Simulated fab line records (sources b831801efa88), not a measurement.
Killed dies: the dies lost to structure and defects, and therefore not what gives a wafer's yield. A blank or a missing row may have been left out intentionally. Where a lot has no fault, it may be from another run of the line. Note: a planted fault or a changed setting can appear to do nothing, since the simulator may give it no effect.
Which tool was responsible? ; flow gf180mcu ; 7 lots, 21 wafers sampled, at 2 steps of a route of 602

== WHAT THE GAUGES READ, wafer by wafer ==
GF_HV_LDD_TW_MEAS_38.
lot;measured;on;HV_LDD_3_TW
L539;day 12 04:38;film metro-03;1454 1454 1446
L541;day 12 22:46;film metro-04;1432 1439 1438
L545;day 13 23:52;film metro-04;1423 1426 1423
L548;day 14 19:52;film metro-04;1315 1324 1319
L557;day 17 21:37;film metro-01;1438 1436 1437
L559;day 18 07:37;film metro-03;1448 1443 1437
L561;day 19 00:58;film metro-04;1427 1431 1429

== EACH LOT AND THE TOOL THAT RAN IT (in order: tool; ch and the chambers of the sampled wafers; start) ==
lot;GF_HV_LDD_IMPLANT_36
L539;implanter-03 ch 0, day 12 04:23
L541;implanter-03 ch 0, day 12 22:34
L545;implanter-02 ch 0, day 13 23:37
L548;implanter-03, day 14 19:37
L557;implanter-03 ch 0, day 17 21:22
L559;implanter-03 ch 0, day 18 07:25
L561;implanter-03 ch 0, day 19 00:43
- GF_HV_LDD_IMPLANT_36

== THE ANSWER, worked out from the rows above alone ==
Rule: usual is defined by the lots themselves. The widest of any qualifying gaps counts: lots, ordered by their means at a reading, are off when they make up no more than a third of the lots, leave a main group of 4 or more, and stand apart from it by 3 or more times the standard deviation of that group's means. Not used: any main group whose means are identical at the precision the tables above print for the reading. A lot without any number at a reading at which 4 lots or more have one is off too. All remaining lots with rows at the step are treated as sound.
Off: L548, seen at GF_HV_LDD_TW_MEAS_38 (HV_LDD_3_TW). Main group: mean 1437, sd 8.9.
A tool fits if, at a process step before that reading, it ran every lot that is off, and no sound lot after the first of them. Gauges at GF_HV_LDD_TW_MEAS_38: tried the same way as those tools. No candidate that was tried fits.

== WHAT THE SIMULATOR HAD INSERTED ==
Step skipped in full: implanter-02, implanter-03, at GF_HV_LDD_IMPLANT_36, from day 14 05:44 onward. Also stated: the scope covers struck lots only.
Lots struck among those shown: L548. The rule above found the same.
